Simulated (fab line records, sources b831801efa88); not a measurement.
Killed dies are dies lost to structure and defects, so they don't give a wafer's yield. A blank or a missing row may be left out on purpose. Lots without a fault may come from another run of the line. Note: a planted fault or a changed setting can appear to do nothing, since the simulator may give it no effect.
fab line records    flow gf180mcu    part 1 of 2: steps 1 to 31 of 41
record lots=5  wafers=15  last_day=33
route steps=602 shown VT_IMPLANT@121 MVSD@136 NWELL@137 LVPWELL@138 MVPSD@139 DUAL_GATE@141 POLY_GATE@157
lots untouched by any fault: they come from a run of this same line in which no faults occurred
start_h: hours from the record's opening day to when the first of the lot's shown wafers began    wait_h: how many hours have passed since the lot's step before this one    " as in the row above    L1.1+2: a row that stands for several wafers    - no value present, or no start provided    * or withheld: withheld    < > ~ a bound
route shown NAME@n: a module of which the file shows steps, and the number in the route of the first    usual: mean/standard deviation taken from wafers without a fault    same: alike in all rows    chamber/n: place in a boat    sites: per-site readings    _std_site: standard deviation of those values    _edge_site: inner sites' mean taken away from outer sites' mean    radius_mm: how far each site lies from the wafer's centre    mask NAME#n: copy n    behind: tool/chamber where the wafer was last shaped    hold: what put the lot on hold/how long, in hours/how the hold closed    device: whichever transistor did not switch (one of n, p or np)    end of line: tests run on the same wafers once the route is complete    for a step that has no rows: nothing shown but its recipe    killed: dies lost to structure and defects at the first sort, not the wafer's yield    map: a wafer's dies, marking killed ones x, the rest . and places with no die _
set.NAME: the run value of the setting; set.NAME@STEP: its run value at that earlier step    model.NAME: the simulator's own value behind a step, which no gauge read
a table for each step, a row for each wafer; lots at some steps of the route
services: when a tool's chamber went out of use (start_h, in hours from the record's first day, below 0 if earlier), for how many hours, and the reason
## steps
# step GF_VT_IMPLANT_STRIP_31
# recipe chemistry=O2/N2  power_w=1400  pressure_mtorr=1500  platen_temp_c=250  o2_flow_sccm=3000  n2_flow_sccm=300  overash_fraction=0.5
# usual drypump_motor_current_A=5.5/0.36  heater_power_w=323/21  oes_product_au=0.716/0.0046  strip_time_to_endpoint_s=12.64/0.038
# same overash_fraction=0.5
lot.wafer  tool             chamber  start_h  wait_h  drypump_motor_current_A  heater_power_w  oes_product_au  rf_hours_counter_h  strip_time_to_endpoint_s
L085.1     plasma_asher-03  1        214.62   0.1     6.3                      327             0.716           56                  12.61
L085.2     "                0        "        "       5.1                      305             0.719           56                  12.58
L085.3     "                1        "        "       6.2                      339             0.713           -                   12.62
L086.1     plasma_asher-04  0        217.49   0.1     5.7                      332             0.717           60                  12.65
L086.3     "                0        "        "       5.7                      335             0.725           -                   12.66
L086.4     "                1        "        "       5.5                      351             0.717           -                   12.65
L088.2     plasma_asher-01  1        232.07   0.1     5.2                      291             0.712           11                  12.58
L088.3     "                1        "        "       5.3                      284             0.720           -                   12.61
L088.5     "                1        "        "       5.3                      290             0.722           -                   12.57
L089.3     plasma_asher-04  0        238.77   0.1     5.7                      331             0.720           -                   12.67
L089.5     "                1        "        "       5.5                      356             0.715           -                   12.72
L089.6     "                0        "        "       5.7                      334             0.716           -                   12.70
L092.2     plasma_asher-03  1        262.12   0.1     6.2                      323             0.718           61                  12.68
L092.3     "                1        "        "       6.2                      333             0.720           -                   12.69
L092.4     "                0        "        "       5.1                      297             0.714           -                   12.63
# step GF_VT_IMPLANT_TW_MEAS_32
# usual VT_IMPLANT_3_TW=269.4/1
lot.wafer  tool           chamber  start_h  wait_h  VT_IMPLANT_3_TW
L085.1     film_metro-01  -        214.72   0.1     268.6
L085.2     "              -        "        "       268.9
L085.3     "              -        "        "       269.8
L086.1     film_metro-04  -        217.59   0.1     269.0
L086.3     "              -        "        "       269.1
L086.4     "              -        "        "       269.3
L088.2     film_metro-02  -        232.18   0.1     270.1
L088.3     "              -        "        "       268.6
L088.5     "              -        "        "       268.9
L089.3     film_metro-01  -        238.86   0.1     268.9
L089.5     "              -        "        "       268.6
L089.6     "              -        "        "       268.2
L092.2     film_metro-04  -        262.23   0.1     269.7
L092.3     "              -        "        "       271.7
L092.4     "              -        "        "       268.5
# step GF_VT_IMPLANT_DEHYDRATE_33
# recipe temp_c=200  time_s=60
lot.wafer   tool            chamber  start_h  wait_h
L085.1+2+3  litho_track-03  0        223.18   8.5
L086.1+3+4  litho_track-02  0        225.69   8.1
L088.2+3+5  litho_track-02  0        240.61   8.4
L089.3+5+6  litho_track-02  0        247.24   8.4
L092.2+3+4  litho_track-03  0        271.51   9.3
# step GF_VT_IMPLANT_HMDS_34
# recipe prime_time_s=60  prime_temp_c=120
lot.wafer   tool            chamber  start_h  wait_h
L085.1+2+3  litho_track-03  0        223.33   0.1
L086.1+3+4  litho_track-02  0        225.84   0.1
L088.2+3+5  litho_track-02  0        240.76   0.1
L089.3+5+6  litho_track-02  0        247.39   0.1
L092.2+3+4  litho_track-03  0        271.66   0.1
# step GF_VT_IMPLANT_COAT_35
# recipe resist=NOVOLAK  spin_rpm=3000  resist_thk_nm=1000
lot.wafer   tool            chamber  start_h  wait_h
L085.1+2+3  litho_track-03  0        223.48   0.1
L086.1+3+4  litho_track-02  0        225.99   0.1
L088.2+3+5  litho_track-02  0        240.91   0.1
L089.3+5+6  litho_track-02  0        247.54   0.1
L092.2+3+4  litho_track-03  0        271.81   0.1
# step GF_VT_IMPLANT_SOFTBAKE_36
# recipe temp_c=90  time_s=60  resist=NOVOLAK
lot.wafer   tool            chamber  start_h  wait_h
L085.1+2+3  litho_track-03  0        223.63   0.1
L086.1+3+4  litho_track-02  0        226.14   0.1
L088.2+3+5  litho_track-02  0        241.06   0.1
L089.3+5+6  litho_track-02  0        247.69   0.1
L092.2+3+4  litho_track-03  0        271.96   0.1
# step GF_VT_IMPLANT_EXPOSE_37
# recipe mask_id=Nwell_HV_AREA  target_cd_nm=860  na=0.6  source_shape=conventional  sigma_outer=0.6  dose_mj=140
lot.wafer   tool              chamber  start_h  wait_h  mask
L085.1+2+3  iline_stepper-01  0        -        -       Nwell_HV_AREA#0
L086.1+3+4  iline_stepper-01  0        -        -       Nwell_HV_AREA#0
L088.2+3+5  iline_stepper-01  0        -        -       Nwell_HV_AREA#0
L089.3+5+6  iline_stepper-01  0        -        -       Nwell_HV_AREA#0
L092.2+3+4  iline_stepper-01  0        -        -       Nwell_HV_AREA#0
# step GF_VT_IMPLANT_PEB_38
# recipe temp_c=withheld  time_s=*  resist=NOVOLAK
lot.wafer   tool            chamber  start_h  wait_h
L085.1+2+3  litho_track-04  0        -        -
L086.1+3+4  litho_track-04  0        -        -
L088.2+3+5  litho_track-03  0        -        -
L089.3+5+6  litho_track-02  0        -        -
L092.2+3+4  litho_track-02  0        -        -
# step GF_VT_IMPLANT_DEVELOP_39
# recipe develop_time_s=60  dev_temp_c=23
lot.wafer   tool            chamber  start_h  wait_h
L085.1+2+3  litho_track-04  0        232.81   0.1
L086.1+3+4  litho_track-04  0        234.51   0.1
L088.2+3+5  litho_track-03  0        249.81   0.1
L089.3+5+6  litho_track-02  0        256.89   0.1
L092.2+3+4  litho_track-02  0        281.71   0.1
# step GF_VT_IMPLANT_OVL_MEAS_40
# usual VT_IMPLANT_03_OVL=-0.6/1.2
lot.wafer  tool        chamber  start_h  wait_h  VT_IMPLANT_03_OVL[nm]
L085.1     overlay-02  -        232.96   0.1     -1.5
L085.2     "           -        "        "       -1.8
L085.3     "           -        "        "       -1.1
L086.1     overlay-01  -        234.66   0.1     0.5
L086.3     "           -        "        "       0.2
L086.4     "           -        "        "       0.0
L088.2     overlay-02  -        249.94   0.1     -2.7
L088.3     "           -        "        "       -3.2
L088.5     "           -        "        "       -1.2
L089.3     overlay-02  -        257.00   0.1     -1.9
L089.5     "           -        "        "       -0.7
L089.6     "           -        "        "       -1.5
L092.2     overlay-01  -        281.84   0.1     1.0
L092.3     "           -        "        "       1.2
L092.4     "           -        "        "       -1.2
# step GF_VT_IMPLANT_IMPLANT_41
# recipe species=As  energy_kev=70  dose_cm2=1.013e+12  tilt_deg=7
lot.wafer   tool          chamber  start_h  wait_h
L085.1+2+3  implanter-02  0        232.99   0.0
L086.1+3+4  implanter-03  0        234.69   0.0
L088.2+3+5  implanter-02  0        249.99   0.0
L089.3+5+6  implanter-04  0        257.07   0.1
L092.2+3+4  implanter-03  0        281.90   0.0
# step GF_VT_IMPLANT_STRIP_42
# recipe chemistry=O2/N2  power_w=1400  pressure_mtorr=1500  platen_temp_c=250  o2_flow_sccm=3000  n2_flow_sccm=300  overash_fraction=0.5
# usual drypump_motor_current_A=5.6/0.42  heater_power_w=320/20  oes_product_au=0.717/0.0046  strip_time_to_endpoint_s=12.64/0.041
# same overash_fraction=0.5
lot.wafer  tool             chamber  start_h  wait_h  drypump_motor_current_A  heater_power_w  oes_product_au  rf_hours_counter_h  strip_time_to_endpoint_s
L085.1     plasma_asher-04  0        233.14   0.1     5.7                      332             0.716           62                  12.70
L085.2     "                1        "        "       5.5                      347             0.713           62                  12.67
L085.3     "                0        "        "       5.7                      330             0.708           -                   12.67
L086.1     plasma_asher-01  0        234.84   0.1     5.2                      313             0.723           12                  12.60
L086.3     "                1        "        "       5.2                      291             0.723           -                   12.59
L086.4     "                0        "        "       5.2                      307             0.720           -                   12.59
L088.2     plasma_asher-04  1        250.12   0.1     5.5                      353             0.720           64                  12.68
L088.3     "                0        "        "       5.7                      335             0.710           -                   12.65
L088.5     "                0        "        "       5.7                      334             0.712           -                   12.71
L089.3     plasma_asher-01  0        257.21   0.1     5.2                      323             0.715           -                   12.63
L089.5     "                1        "        "       5.3                      289             0.710           -                   12.59
L089.6     "                0        "        "       5.2                      316             0.722           -                   12.63
L092.2     plasma_asher-01  0        282.02   0.1     5.2                      317             0.708           16                  12.66
L092.3     "                0        "        "       5.2                      324             0.714           -                   12.62
L092.4     "                1        "        "       5.3                      291             0.721           -                   12.60
# step GF_VT_IMPLANT_TW_MEAS_43
# usual VT_IMPLANT_4_TW=693/3.7
lot.wafer  tool           chamber  start_h  wait_h  VT_IMPLANT_4_TW
L085.1     film_metro-04  -        233.24   0.1     692
L085.2     "              -        "        "       693
L085.3     "              -        "        "       691
L086.1     film_metro-01  -        234.94   0.1     694
L086.3     "              -        "        "       693
L086.4     "              -        "        "       691
L088.2     film_metro-02  -        250.23   0.1     690
L088.3     "              -        "        "       690
L088.5     "              -        "        "       689
L089.3     film_metro-04  -        257.29   0.1     695
L089.5     "              -        "        "       696
L089.6     "              -        "        "       695
L092.2     film_metro-01  -        282.13   0.1     693
L092.3     "              -        "        "       689
L092.4     "              -        "        "       695
# step GF_VT_IMPLANT_CLEAN_44
# recipe chemistry=SC1/SC2  mix=1:4:20  temp_c=70  time_s=150  dry=n2_spin
# usual bath_guard_temp_C=70.1/0.46  bath_heat_duty_pct=13.6/1.2
lot.wafer  tool          chamber  start_h  wait_h  bath_guard_temp_C  bath_heat_duty_pct
L085.1     wet_bench-04  2        233.30   0.1     69.8               12.4
L085.2     "             2        "        "       69.6               12.9
L085.3     "             2        "        "       69.6               12.4
L086.1     wet_bench-03  3        235.00   0.1     70.5               14.8
L086.3     "             3        "        "       70.5               14.7
L086.4     "             3        "        "       70.4               15.2
L088.2     wet_bench-01  0        250.28   0.0     69.7               11.6
L088.3     "             0        "        "       69.9               13.9
L088.5     "             0        "        "       69.7               13.5
L089.3     wet_bench-01  2        257.33   0.0     70.4               13.3
L089.5     "             2        "        "       70.0               13.6
L089.6     "             2        "        "       69.6               12.8
L092.2     wet_bench-03  1        282.18   0.0     69.5               14.6
L092.3     "             1        "        "       69.7               14.8
L092.4     "             1        "        "       69.8               14.3
# step GF_VT_IMPLANT_RTA_45
# recipe temp_c=1050  time_s=30  ambient=N2
# usual anneal_temp_c_max=1056.3/1.5  lamp_power_pct=34.1/1.7  wafer_temp_C_max=1053.0/0.69
lot.wafer  tool           chamber  start_h  wait_h  anneal_temp_c_max  lamp_power_pct  wafer_temp_C_max
L085.1     rtp_anneal-01  0        233.35   0.0     1054.7             31.7            1052.8
L085.2     "              0        "        "       1055.2             31.7            1053.3
L085.3     "              0        "        "       1055.2             31.7            1053.4
L086.1     rtp_anneal-01  0        235.05   0.0     1053.8             31.7            1052.8
L086.3     "              0        "        "       1054.5             31.7            1053.3
L086.4     "              0        "        "       1053.9             31.7            1053.8
L088.2     rtp_anneal-01  0        250.35   0.0     1053.8             31.7            1053.8
L088.3     "              0        "        "       1054.9             31.7            1052.7
L088.5     "              0        "        "       1054.9             31.7            1052.7
L089.3     rtp_anneal-02  0        257.42   0.0     1057.2             35.3            1052.4
L089.5     "              0        "        "       1057.2             35.3            1053.4
L089.6     "              0        "        "       1057.7             35.3            1053.4
L092.2     rtp_anneal-02  0        282.25   0.0     1057.6             35.2            1053.9
L092.3     "              0        "        "       1057.3             35.3            1053.4
L092.4     "              0        "        "       1056.8             35.3            1054.2
# step GF_VT_IMPLANT_RS_MEAS_46
# recipe thk_meas_gauge=four-point-probe
# usual MVSD_RS=456.7/1.3
lot.wafer  tool           chamber  start_h  wait_h  MVSD_RS[ohm/sq]
L085.1     film_metro-04  -        233.45   0.1     456.8
L085.2     "              -        "        "       457.9
L085.3     "              -        "        "       456.8
L086.1     film_metro-01  -        235.15   0.1     458.4
L086.3     "              -        "        "       458.1
L086.4     "              -        "        "       459.5
L088.2     film_metro-01  -        250.45   0.1     457.0
L088.3     "              -        "        "       457.2
L088.5     "              -        "        "       456.3
L089.3     film_metro-03  -        257.52   0.1     455.5
L089.5     "              -        "        "       456.1
L089.6     "              -        "        "       454.5
L092.2     film_metro-04  -        282.36   0.1     456.0
L092.3     "              -        "        "       456.0
L092.4     "              -        "        "       456.8
# step GF_VT_IMPLANT_RS_MEAS_47
# recipe thk_meas_gauge=four-point-probe
# usual NWELL_RS=488.0/1.2
lot.wafer  tool           chamber  start_h  wait_h  NWELL_RS[ohm/sq]
L085.1     film_metro-04  -        233.57   0.1     486.4
L085.2     "              -        "        "       488.0
L085.3     "              -        "        "       488.3
L086.1     film_metro-01  -        235.27   0.1     489.1
L086.3     "              -        "        "       488.3
L086.4     "              -        "        "       489.2
L088.2     film_metro-01  -        250.57   0.1     490.3
L088.3     "              -        "        "       489.5
L088.5     "              -        "        "       488.7
L089.3     film_metro-03  -        257.64   0.1     490.5
L089.5     "              -        "        "       489.5
L089.6     "              -        "        "       488.2
L092.2     film_metro-04  -        282.48   0.1     484.5
L092.3     "              -        "        "       485.6
L092.4     "              -        "        "       484.9
# step GF_VT_IMPLANT_RS_MEAS_48
# recipe thk_meas_gauge=four-point-probe
# usual LVPWELL_RS=1197/3.4
lot.wafer  tool           chamber  start_h  wait_h  LVPWELL_RS[ohm/sq]
L085.1     film_metro-04  -        233.69   0.1     1200
L085.2     "              -        "        "       1199
L085.3     "              -        "        "       1206
L086.1     film_metro-01  -        235.39   0.1     1192
L086.3     "              -        "        "       1193
L086.4     "              -        "        "       1198
L088.2     film_metro-01  -        250.69   0.1     1200
L088.3     "              -        "        "       1195
L088.5     "              -        "        "       1200
L089.3     film_metro-03  -        257.76   0.1     1194
L089.5     "              -        "        "       1197
L089.6     "              -        "        "       1200
L092.2     film_metro-04  -        282.60   0.1     1198
L092.3     "              -        "        "       1201
L092.4     "              -        "        "       1199
# step GF_VT_IMPLANT_RS_MEAS_49
# recipe thk_meas_gauge=four-point-probe
# usual MVPSD_RS=1169.4/2.9
lot.wafer  tool           chamber  start_h  wait_h  MVPSD_RS[ohm/sq]
L085.1     film_metro-04  -        233.81   0.1     1169.7
L085.2     "              -        "        "       1170.9
L085.3     "              -        "        "       1170.7
L086.1     film_metro-01  -        235.51   0.1     1168.5
L086.3     "              -        "        "       1173.4
L086.4     "              -        "        "       1171.4
L088.2     film_metro-01  -        250.81   0.1     1174.9
L088.3     "              -        "        "       1171.7
L088.5     "              -        "        "       1174.1
L089.3     film_metro-03  -        257.88   0.1     1171.4
L089.5     "              -        "        "       1168.6
L089.6     "              -        "        "       1167.3
L092.2     film_metro-04  -        282.72   0.1     1169.5
L092.3     "              -        "        "       1167.8
L092.4     "              -        "        "       1168.6
# step GF_VT_IMPLANT_WET_ETCH_50
# recipe chemistry=dHF  target_depth_nm=20  target=SiO2  temp_c=25  dilution=100:1  time_s=400
# usual bath_heat_duty_pct=6.3/0.55
lot.wafer  tool          chamber  start_h  wait_h  bath_heat_duty_pct
L085.1     wet_bench-04  2        233.93   0.1     7.0
L085.2     "             2        "        "       5.5
L085.3     "             2        "        "       6.4
L086.1     wet_bench-03  0        235.63   0.1     6.8
L086.3     "             0        "        "       7.3
L086.4     "             0        "        "       7.0
L088.2     wet_bench-03  1        250.91   0.1     6.8
L088.3     "             1        "        "       6.8
L088.5     "             1        "        "       6.2
L089.3     wet_bench-03  2        257.96   0.1     6.3
L089.5     "             2        "        "       7.6
L089.6     "             2        "        "       6.2
L092.2     wet_bench-01  1        282.82   0.1     6.6
L092.3     "             1        "        "       6.0
L092.4     "             1        "        "       6.5
# step GF_DUAL_GATE_CLEAN_00
# recipe chemistry=SC1/SC2  mix=1:4:20  temp_c=70  time_s=150
# usual bath_guard_temp_C=69.9/0.47  bath_heat_duty_pct=13.8/1.3
lot.wafer  tool          chamber  start_h  wait_h  bath_guard_temp_C  bath_heat_duty_pct
L085.1     wet_bench-01  2        234.05   0.0     70.0               13.2
L085.2     "             2        "        "       69.9               14.0
L085.3     "             2        "        "       69.9               11.8
L086.1     wet_bench-04  2        235.75   0.0     69.5               12.4
L086.3     "             2        "        "       69.5               12.9
L086.4     "             2        "        "       69.8               13.0
L088.2     wet_bench-01  3        251.03   0.0     69.5               13.1
L088.3     "             3        "        "       69.1               12.5
L088.5     "             3        "        "       68.9               12.3
L089.3     wet_bench-04  0        258.08   0.0     69.3               14.6
L089.5     "             0        "        "       69.9               13.6
L089.6     "             0        "        "       69.8               15.9
L092.2     wet_bench-04  1        282.94   0.0     70.8               13.9
L092.3     "             1        "        "       70.9               15.2
L092.4     "             1        "        "       71.2               14.7
# step GF_DUAL_GATE_CLEAN_01
# recipe chemistry=dHF  time_s=20  dilution=100:1  dry=ipa_marangoni
lot.wafer   tool          chamber  start_h  wait_h
L085.1+2+3  wet_bench-01  2        234.10   0.0
L086.1+3+4  wet_bench-01  3        235.80   0.0
L088.2+3+5  wet_bench-03  2        251.09   0.0
L089.3+5+6  wet_bench-03  1        258.14   0.0
L092.2+3+4  wet_bench-01  0        282.99   0.0
# step GF_DUAL_GATE_OXIDATION_02
# recipe temp_c=900  ambient=O2  stabilise_s=600  purge_s=300  target_thk_a=108.87  ox_time_s=1602
# usual spike_tc_bottom_C=917.2/1.1  spike_tc_upper_C=900.8/1.5
# same purge_s=300
lot.wafer  tool        chamber  start_h  wait_h  spike_tc_bottom_C  spike_tc_upper_C
L085.1     furnace-02  0        234.11   0.0     918.7              900.7
L085.2     "           0        "        "       916.9              901.6
L085.3     "           0        "        "       917.6              902.3
L086.1     furnace-02  0        235.81   0.0     917.6              902.5
L086.3     "           0        "        "       918.0              901.5
L086.4     "           0        "        "       914.9              900.8
L088.2     furnace-02  0        251.51   0.4     916.0              903.6
L088.3     "           0        "        "       918.9              901.9
L088.5     "           0        "        "       916.9              901.9
L089.3     furnace-01  0        258.15   0.0     919.2              901.2
L089.5     "           0        "        "       917.3              899.6
L089.6     "           0        "        "       916.9              899.1
L092.2     furnace-01  0        283.00   0.0     916.5              898.1
L092.3     "           0        "        "       914.3              898.4
L092.4     "           0        "        "       916.7              899.4
# step GF_DUAL_GATE_THK_MEAS_03
# recipe reads=SiO2_of_DUAL_GATE_OXIDATION_02
# usual DUAL_GATE_OXIDATION_00_THK=10.93/0.2
lot.wafer  tool           chamber  start_h  wait_h  DUAL_GATE_OXIDATION_00_THK[nm]
L085.1     film_metro-02  -        235.56   0.0     10.85
L085.2     "              -        "        "       10.97
L085.3     "              -        "        "       10.92
L086.1     film_metro-02  -        237.26   0.0     11.02
L086.3     "              -        "        "       11.09
L086.4     "              -        "        "       11.00
L088.2     film_metro-03  -        252.97   0.0     11.09
L088.3     "              -        "        "       11.02
L088.5     "              -        "        "       10.98
L089.3     film_metro-03  -        259.66   0.1     10.92
L089.5     "              -        "        "       11.10
L089.6     "              -        "        "       10.87
L092.2     film_metro-03  -        284.46   0.0     10.88
L092.3     "              -        "        "       10.95
L092.4     "              -        "        "       10.98
# step GF_DUAL_GATE_DEHYDRATE_04
# recipe temp_c=200  time_s=60
lot.wafer   tool            chamber  start_h  wait_h
L085.1+2+3  litho_track-02  0        244.24   8.7
L086.1+3+4  litho_track-01  0        245.48   8.2
L088.2+3+5  litho_track-02  0        262.11   9.1
L089.3+5+6  litho_track-03  0        268.73   9.1
L092.2+3+4  litho_track-02  0        293.71   9.2
# step GF_DUAL_GATE_HMDS_05
# recipe prime_time_s=60  prime_temp_c=120
lot.wafer   tool            chamber  start_h  wait_h
L085.1+2+3  litho_track-02  0        244.39   0.1
L086.1+3+4  litho_track-01  0        245.63   0.1
L088.2+3+5  litho_track-02  0        262.26   0.1
L089.3+5+6  litho_track-03  0        268.88   0.1
L092.2+3+4  litho_track-02  0        293.86   0.1
# step GF_DUAL_GATE_COAT_06
# recipe resist=NOVOLAK  spin_rpm=3000  resist_thk_nm=1000
lot.wafer   tool            chamber  start_h  wait_h
L085.1+2+3  litho_track-02  0        244.54   0.1
L086.1+3+4  litho_track-01  0        245.78   0.1
L088.2+3+5  litho_track-02  0        262.41   0.1
L089.3+5+6  litho_track-03  0        269.03   0.1
L092.2+3+4  litho_track-02  0        294.01   0.1
# step GF_DUAL_GATE_SOFTBAKE_07
# recipe temp_c=90  time_s=60  resist=NOVOLAK
lot.wafer   tool            chamber  start_h  wait_h
L085.1+2+3  litho_track-02  0        244.69   0.1
L086.1+3+4  litho_track-01  0        245.93   0.1
L088.2+3+5  litho_track-02  0        262.56   0.1
L089.3+5+6  litho_track-03  0        269.18   0.1
L092.2+3+4  litho_track-02  0        294.16   0.1
# step GF_DUAL_GATE_EXPOSE_08
# recipe mask_id=Dualgate  target_cd_nm=700  na=0.6  source_shape=conventional  sigma_outer=0.6  dose_mj=140
lot.wafer   tool              chamber  start_h  wait_h  mask
L085.1+2+3  iline_stepper-01  0        -        -       Dualgate#0
L086.1+3+4  iline_stepper-02  0        -        -       Dualgate#0
L088.2+3+5  iline_stepper-02  0        -        -       Dualgate#0
L089.3+5+6  iline_stepper-02  0        -        -       Dualgate#0
L092.2+3+4  iline_stepper-02  0        -        -       Dualgate#0
# step GF_DUAL_GATE_PEB_09
# recipe temp_c=withheld  time_s=*  resist=NOVOLAK
lot.wafer   tool            chamber  start_h  wait_h
L085.1+2+3  litho_track-03  0        -        -
L086.1+3+4  litho_track-03  0        -        -
L088.2+3+5  litho_track-02  0        -        -
L089.3+5+6  litho_track-02  0        -        -
L092.2+3+4  litho_track-02  0        -        -
# step GF_DUAL_GATE_DEVELOP_10
# recipe develop_time_s=60  dev_temp_c=23
lot.wafer   tool            chamber  start_h  wait_h
L085.1+2+3  litho_track-03  0        253.83   0.1
L086.1+3+4  litho_track-03  0        255.38   0.1
L088.2+3+5  litho_track-02  0        272.96   0.1
L089.3+5+6  litho_track-02  0        278.69   0.1
L092.2+3+4  litho_track-02  0        304.61   0.1
